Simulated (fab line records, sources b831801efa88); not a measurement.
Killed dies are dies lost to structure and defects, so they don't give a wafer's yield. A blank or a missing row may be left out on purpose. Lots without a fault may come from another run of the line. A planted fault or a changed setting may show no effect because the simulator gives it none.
Which tool did it? | flow sky130 | 11 lots, 33 wafers sampled, at 6 steps of a route of 708

WHAT THE GAUGES READ, wafer by wafer
SKY_FIELD_ISO_THK_MEAS_25.
lot  | measured    | on            | FIELD_ISO_CVD_24_THK (nm)
L430 | day 2 13:56 | film_metro-03 | 601 603 600
L431 | day 2 16:50 | film_metro-03 | 596 595 592
L433 | day 3 03:49 | film_metro-03 | 599 602 600
L434 | day 3 11:53 | film_metro-03 | 582 586 579
L437 | day 4 01:50 | film_metro-04 | 595 599 595
L439 | day 4 11:40 | film_metro-04 | 590 598 594
L444 | day 5 13:46 | film_metro-04 | 587 587 586
L447 | day 6 06:47 | film_metro-03 | 602 594 592
L448 | day 6 09:50 | film_metro-04 | 598 599 592
L449 | day 6 15:08 | film_metro-01 | 597 599 592
L451 | day 7 04:43 | film_metro-04 | 589 591 601

SKY_VT_ADJUST_HVTR_TW_MEAS_11.
lot  | measured     | on            | VT_ADJUST_HVTR_TW
L430 | day 9 18:02  | film_metro-02 | 210.6 210.4 210.5
L431 | day 10 02:06 | film_metro-02 | 211.7 210.2 211.8
L433 | day 10 16:37 | film_metro-04 | 212.4 212.1 211.9
L434 | day 11 02:53 | film_metro-01 | 206.6 208.8 208.2
L437 | day 11 20:42 | film_metro-02 | 211.3 211.0 211.5
L439 | day 12 10:50 | film_metro-02 | 211.8 211.1 211.2
L444 | day 13 22:44 | film_metro-02 | 210.4 210.6 209.9
L447 | day 15 01:02 | film_metro-01 | 208.6 207.4 207.6
L448 | day 15 02:21 | film_metro-02 | 209.6 210.1 208.6
L449 | day 15 11:29 | film_metro-02 | 209.2 209.1 209.2
L451 | day 16 04:26 | film_metro-01 | 210.0 210.0 209.0

SKY_VT_ADJUST_PCH_TW_MEAS_10.
lot  | measured     | on            | VT_ADJUST_PCH_TW
L430 | day 10 17:02 | film_metro-03 | 143.1 143.3 142.7
L431 | day 10 23:49 | film_metro-02 | 142.9 142.3 142.3
L433 | day 11 15:01 | film_metro-02 | 30.0 30.0 30.2 30.1 30.1 30.2
L434 | day 12 02:32 | film_metro-02 | 30.0 30.1 30.2 30.1 30.1 30.1
L437 | day 12 21:14 | film_metro-02 | 142.8 142.8 142.1
L439 | day 13 10:41 | film_metro-02 | 141.5 142.5 142.2
L444 | day 15 00:19 | film_metro-03 | 142.6 143.3 142.6
L447 | day 16 04:53 | film_metro-03 | 143.3 143.3 143.2
L448 | day 16 06:22 | film_metro-01 | 141.5 142.0 142.2
L449 | day 16 15:58 | film_metro-02 | 143.7 143.3 143.3
L451 | day 17 10:41 | film_metro-01 | 141.8 141.5 140.2

SKY_SONOS_TUNNEL_TW_MEAS_12.
lot  | measured     | on            | SONOS_TUNNEL_TW
L430 | day 11 15:39 | film_metro-02 | 198.2 197.2 198.7
L431 | day 11 23:30 | film_metro-02 | 198.0 198.3 198.0
L437 | day 13 22:17 | film_metro-03 | 198.7 198.4 199.8
L439 | day 14 11:50 | film_metro-02 | 197.4 196.8 196.9
L444 | day 16 04:18 | film_metro-04 | 199.2 199.1 199.7
L447 | day 17 11:16 | film_metro-03 | 197.7 197.4 198.5
L448 | day 17 11:31 | film_metro-02 | 198.4 196.8 197.5
L449 | day 17 22:40 | film_metro-03 | 197.2 198.4 198.1
L451 | day 18 16:13 | film_metro-04 | 199.3 200.0 199.6

WHICH TOOL RAN EACH LOT (tool, then ch and the chambers of the sampled wafers, then the start)
lot  | SKY_VT_ADJUST_HVTR_STRIP_10          | SKY_VT_ADJUST_PCH_STRIP_09
L430 | plasma_asher-01 ch 0,1, day 9 17:56  | plasma_asher-04 ch 0,1, day 10 16:56
L431 | plasma_asher-02 ch 0,1, day 10 01:59 | plasma_asher-03 ch 0,1, day 10 23:38
L433 | plasma_asher-02 ch 0,1, day 10 16:31 | plasma_asher-03 ch 0,1, day 11 14:55
L434 | plasma_asher-01 ch 0,1, day 11 02:47 | plasma_asher-04 ch 0,1, day 12 02:26
L437 | plasma_asher-02 ch 0,1, day 11 20:36 | plasma_asher-03 ch 0,1, day 12 21:08
L439 | plasma_asher-01 ch 0,1, day 12 10:44 | plasma_asher-04 ch 0,1, day 13 10:35
L444 | plasma_asher-01 ch 0,1, day 13 22:38 | plasma_asher-04 ch 0,1, day 15 00:13
L447 | plasma_asher-02 ch 0,1, day 15 00:56 | plasma_asher-02 ch 0,1, day 16 04:47
L448 | plasma_asher-01 ch 0,1, day 15 02:14 | plasma_asher-04 ch 0,1, day 16 06:16
L449 | plasma_asher-01 ch 0,1, day 15 11:23 | plasma_asher-03 ch 0,1, day 16 15:52
L451 | plasma_asher-01 ch 0,1, day 16 04:20 | plasma_asher-04 ch 0,1, day 17 10:35
- SKY_VT_ADJUST_HVTR_STRIP_10: strips in O2/N2.
- SKY_VT_ADJUST_PCH_STRIP_09: strips in O2/N2.

WHAT THE TOOLS THEMSELVES READ (means of the sampled wafers that have a number; where no wafer has one, the mark that the record gives instead)
SKY_VT_ADJUST_HVTR_STRIP_10.
lot  | tool            | chamber_pressure_mTorr (mTorr) | drypump_motor_current_A (A) | oes_product_au (a.u.) | strip_time_to_endpoint_s (s)
L430 | plasma_asher-01 | 1500.0                         | 5.4                         | 0.720                 | 14.21
L431 | plasma_asher-02 | 1499.8                         | 6.0                         | 0.713                 | 14.19
L433 | plasma_asher-02 | -                              | -                           | -                     | -
L434 | plasma_asher-01 | -                              | -                           | -                     | -
L437 | plasma_asher-02 | 1499.4                         | 6.0                         | 0.715                 | 14.22
L439 | plasma_asher-01 | 1500.1                         | 5.7                         | 0.717                 | 14.18
L444 | plasma_asher-01 | 1499.8                         | 5.4                         | 0.719                 | 14.20
L447 | plasma_asher-02 | 1499.9                         | 6.0                         | 0.714                 | 14.15
L448 | plasma_asher-01 | 1500.4                         | 5.7                         | 0.717                 | 14.15
L449 | plasma_asher-01 | 1500.4                         | 5.4                         | 0.713                 | 14.14
L451 | plasma_asher-01 | 1499.2                         | 5.4                         | 0.713                 | 14.17

SKY_VT_ADJUST_PCH_STRIP_09.
lot  | tool            | chamber_pressure_mTorr (mTorr) | drypump_motor_current_A (A) | oes_product_au (a.u.) | strip_time_to_endpoint_s (s)
L430 | plasma_asher-04 | 1500.8                         | 6.19                        | 0.724                 | 36.95
L431 | plasma_asher-03 | 1500.4                         | 6.33                        | 0.720                 | 36.94
L433 | plasma_asher-03 | 1499.5                         | 6.20                        | 0.723                 | 53.82
L434 | plasma_asher-04 | 1499.8                         | 6.05                        | 0.730                 | 53.67
L437 | plasma_asher-03 | 1500.2                         | 6.21                        | 0.726                 | 37.06
L439 | plasma_asher-04 | 1501.6                         | 6.03                        | 0.719                 | 36.87
L444 | plasma_asher-04 | 1500.7                         | 6.19                        | 0.718                 | 36.99
L447 | plasma_asher-02 | 1498.8                         | 6.02                        | 0.724                 | 36.97
L448 | plasma_asher-04 | 1501.3                         | 6.17                        | 0.720                 | 36.89
L449 | plasma_asher-03 | 1500.4                         | 6.22                        | 0.727                 | 36.88
L451 | plasma_asher-04 | 1501.3                         | 6.18                        | 0.723                 | 36.88

THE ANSWER, worked out from the rows above alone
Rule: what is usual is taken from the lots themselves. Put in order of their means at a reading, lots are off if they are a third of the lots or fewer, leave a main group of 4 or more, and stand apart from it by a gap of 3 or more times the standard deviation of the main group's means; of several such gaps the widest counts. A main group whose means are all the same, to the digits that the tables above print for the reading, isn't used. A lot without any number at a reading at which 4 lots or more have one is off too. The other lots that the step has rows for count as sound. The gauges are gone through in route order, then the tools' own readings, and for those a lot's mean is taken as printed above. The first step at which some lot is off is used, and at that step the reading that is off furthest; a lot without a number counts as furthest.
Off: L433, L434, at SKY_VT_ADJUST_PCH_TW_MEAS_10 (VT_ADJUST_PCH_TW). The main group: mean 142.5, standard deviation 0.68.
A tool fits if, at a process step before that reading, it ran every lot that is off, and no sound lot after the first of them. The gauges at SKY_VT_ADJUST_PCH_TW_MEAS_10 aren't tried: what is off there is off at SKY_VT_ADJUST_HVTR_STRIP_10 too, on other tools, and a gauge's error can't cause that. None of those tried fits.

WHAT THE SIMULATOR HAD PUT IN
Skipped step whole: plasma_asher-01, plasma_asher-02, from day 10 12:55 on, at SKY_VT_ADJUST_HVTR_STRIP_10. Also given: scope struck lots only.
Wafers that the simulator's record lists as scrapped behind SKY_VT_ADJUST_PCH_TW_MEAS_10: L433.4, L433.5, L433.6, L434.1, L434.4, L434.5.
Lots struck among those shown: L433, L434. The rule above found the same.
